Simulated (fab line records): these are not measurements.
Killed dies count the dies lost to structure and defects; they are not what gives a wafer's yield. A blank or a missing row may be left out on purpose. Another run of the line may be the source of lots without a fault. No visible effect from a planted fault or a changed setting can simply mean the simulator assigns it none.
A struck lot beside a sound one -- flow sky130 -- 43 out of 708 route steps
Sound: wafers L483.2, L483.4, L483.5. Wafers struck: L492.3, L492.5, L492.6. At the end, the cause is stated.
Per side, at each step with rows, come the tool, then ch with its chambers, and then its first start. Under that, the readings that differ: sound wafers -- struck wafers -- difference of the means -- sigmas: that difference in standard deviations of wafers without a fault.
alike: readings whose means differ by less than 2 such deviations, and words and numbers that are the same on both sides. not compared: withheld readings, readings that some wafer has no value for, bounds like >300 that may hide the same value, and numbers for which the record gives no deviation and whose values overlap.
The two part at a step that has a row with sigmas, a row that says differs or no value, or rows on one side only. Numbers that don't overlap but have no deviation are shown without sigmas and don't part them. A reading that every wafer of one side lacks parts them only if that side has two wafers or more.

first, 5 steps without rows for these wafers: SKY_VIA3_COAT_07 (resist thk 450 nm); SKY_VIA3_SOFTBAKE_08 (time 90 s); SKY_VIA3_EXPOSE_09 (exposes mask VIM3, target cd 200 nm); SKY_VIA3_PEB_10; SKY_VIA3_DEVELOP_11 (develop time 60 s).
SKY_VIA3_CD_MEAS_12: target cd 200 nm.
  sound on cd sem-02 at day 40 12:01; struck on cd sem-01 at day 43 04:47
  alike: cd nm
SKY_VIA3_OVL_MEAS_13:
  sound on overlay-02 at day 40 12:07; struck on overlay-02 at day 43 04:53
  alike: VIA3_OVL
then, 1 step without rows for these wafers: SKY_VIA3_ETCH_14 (etches BARC in N2/H2, stops on SiO2, time 45.9 s, target depth 60 nm).
SKY_VIA3_ETCH_15: etches SiO2 in C4F8/O2/Ar, stops on TiN, target depth 507 nm, time 78 s.
  sound on rie diel-03 ch 0,1,2, day 40 12:11; struck on rie diel-04 ch 1,2,3, day 43 04:56
  alike: oes product au
  not compared: rf hours counter h
then, 3 steps without rows for these wafers: SKY_VIA3_STRIP_16 (strips in O2/N2); SKY_VIA3_STRIP_17 (strips in post etch residue remover, time 1200 s); SKY_VIA3_CLEAN_18 (cleans in IPA, time 180 s).
SKY_VIA3_CLEAN_19: cleans in O3/DIW.
  sound on wet bench-02 ch 1, day 40 12:45; struck on wet bench-02 ch 2, day 43 05:30
then, 1 step without rows for these wafers: SKY_VIA3_SPUTTER_20 (material TiN, target thk 20 nm, time 80 s).
SKY_VIA3_CVD_21: deposits W, target thk 390 nm, time 117.31 s.
  sound on cvd w-01 ch 0,1, day 40 12:54; struck on cvd w-02 ch 0,1, day 43 05:42
  alike: heater power w
SKY_VIA3_RS_MEAS_22: measurement is done with a four-point probe.
  sound on film metro-02 at day 40 13:02; struck on film metro-02 at day 43 05:49
reading,sound,struck,difference,sigmas
VIA3_W_RS (ohm/sq),0.299 0.301 0.299,0.292 0.290 0.292,-0.008,-3
SKY_VIA3_THK_MEAS_23: measures by xrf.
  sound on film metro-02 at day 40 13:09; struck on film metro-02 at day 43 05:55
reading,sound,struck,difference,sigmas
VIA3_W_THK (nm),392 391 394,400 403 404,+10,+2
then, 1 step without rows for these wafers: SKY_VIA3_CMP_24 (polishes, stops on SiO2, t overpolish 20 s, target thk 0 nm).
SKY_METAL4_SPUTTER_00: material Ti, target thk 15 nm, time 10 s.
  sound on pvd sputter-04 at day 40 13:30; struck on pvd sputter-03 at day 43 06:16
  alike: throttle valve pct
then, 5 steps without rows for these wafers: SKY_METAL4_SPUTTER_01 (material TiN, target thk 20 nm, time 16.7 s); SKY_METAL4_SPUTTER_02 (material AlCu, target thk 735 nm, time 39.1 s); SKY_METAL4_SPUTTER_03 (material Ti, target thk 5 nm, time 3.3 s); SKY_METAL4_SPUTTER_04 (material TiN, target thk 70 nm, time 58.3 s); SKY_CAP2M_CVD_00 (deposits SiO2, target thk 15.5 nm).
SKY_CAP2M_THK_MEAS_01:
  sound on film metro-04 at day 40 13:41; struck on film metro-01 at day 43 06:28
  alike: CAP2M_CVD_00_THK
SKY_CAP2M_SPUTTER_02: material TiN, target thk 200 nm, time 166.7 s.
  sound on pvd sputter-01 at day 40 13:44; struck on pvd sputter-02 at day 43 06:30
  alike: throttle valve pct
SKY_CAP2M_RS_MEAS_03: measurement is done with a four-point probe.
  sound on film metro-03 at day 40 13:52; struck on film metro-04 at day 43 06:38
  alike: CAP2M_TIN_RS
SKY_CAP2M_THK_MEAS_04: measures by xrf.
  sound on film metro-03 at day 40 13:59; struck on film metro-04 at day 43 06:44
  alike: CAP2M_TIN_THK
then, 7 steps without rows for these wafers: SKY_CAP2M_DEHYDRATE_05 (time 60 s); SKY_CAP2M_HMDS_06 (prime time 60 s); SKY_CAP2M_COAT_07 (resist thk 1140 nm); SKY_CAP2M_SOFTBAKE_08 (time 60 s); SKY_CAP2M_EXPOSE_09 (exposes mask CAP2M, target cd 1000 nm); SKY_CAP2M_PEB_10; SKY_CAP2M_DEVELOP_11 (develop time 60 s).
SKY_CAP2M_OVL_MEAS_12:
  sound on overlay-01 at day 41 13:38; struck on overlay-02 at day 44 04:19
  alike: CAP2M_OVL
SKY_CAP2M_METAL_ETCH_13: etches TiN in Cl2/BCl3, stops on SiO2, target depth 220 nm, time 62.9 s.
  sound on rie metal-02 ch 0,1, day 41 13:40; struck on rie metal-04 ch 0,1, day 44 04:22
  alike: bcl3 flow sccm, drypump motor current A, oes product au, throttle valve pct
  not compared: rf hours counter h
then, 5 steps without rows for these wafers: SKY_CAP2M_STRIP_14 (strips in O2/N2); SKY_CAP2M_STRIP_15 (strips in post etch residue remover, time 1200 s); SKY_CAP2M_CLEAN_16 (cleans in IPA, time 180 s); SKY_CAP2M_CLEAN_17 (cleans in O3/DIW); SKY_METAL4_DEHYDRATE_05 (time 60 s).
-- the record jumps here: 5 days lie between the struck wafers' starts before and after (it left off in module METAL4 and takes up again in module PAD_OPEN, whose first step shown is number 708 of the route) --
SKY_PAD_OPEN_PROBE_99:
  sound on prober-02 at day 46 10:53; struck on prober-01 at day 48 17:04
reading,sound,struck,difference,sigmas
defect limited yield (%),82.5 83.5 80.3,72.0 70.5 69.3,-11.5,-7
killed_at_M0_to_M3,43 37 47,104 103 108,+63,+9
killed dies,86 81 97,138 145 151,+57,+7
sort_bin_3_pad_short (%),1.4 0.4 1.0,6.3 6.5 5.7,+5.2,+12
sort_bin_5_function (%),10.6 8.9 10.8,16.9 17.5 19.7,+7.9,+5
sort n pass,406 411 395,354 347 341,-57,-7
sort yield pct (%),82.5 83.5 80.3,72.0 70.5 69.3,-11.5,-7
model.etest.tester.sort n pass,406 411 395,354 347 341,-57,
model.etest.tester.sort yield pct (%),82.52 83.54 80.28,71.95 70.53 69.31,-11.52,
model.etest.tester.sort_bin_5_pct (%),10.57 8.943 10.77,16.87 17.48 19.72,+7.93,
model.etest.tester.sort_bin_3_pct (%),1.423 0.4065 1.016,6.301 6.504 5.691,+5.217,
  alike: killed_at_M4_up, killed at contacts, killed at front end, killed at other, killed open, killed short, sort_bin_6_memory

== WHERE THEY PART ==
Last at SKY_PAD_OPEN_PROBE_99 as far as this record goes, first at SKY_VIA3_RS_MEAS_22.

WHY: the cause the simulator had injected
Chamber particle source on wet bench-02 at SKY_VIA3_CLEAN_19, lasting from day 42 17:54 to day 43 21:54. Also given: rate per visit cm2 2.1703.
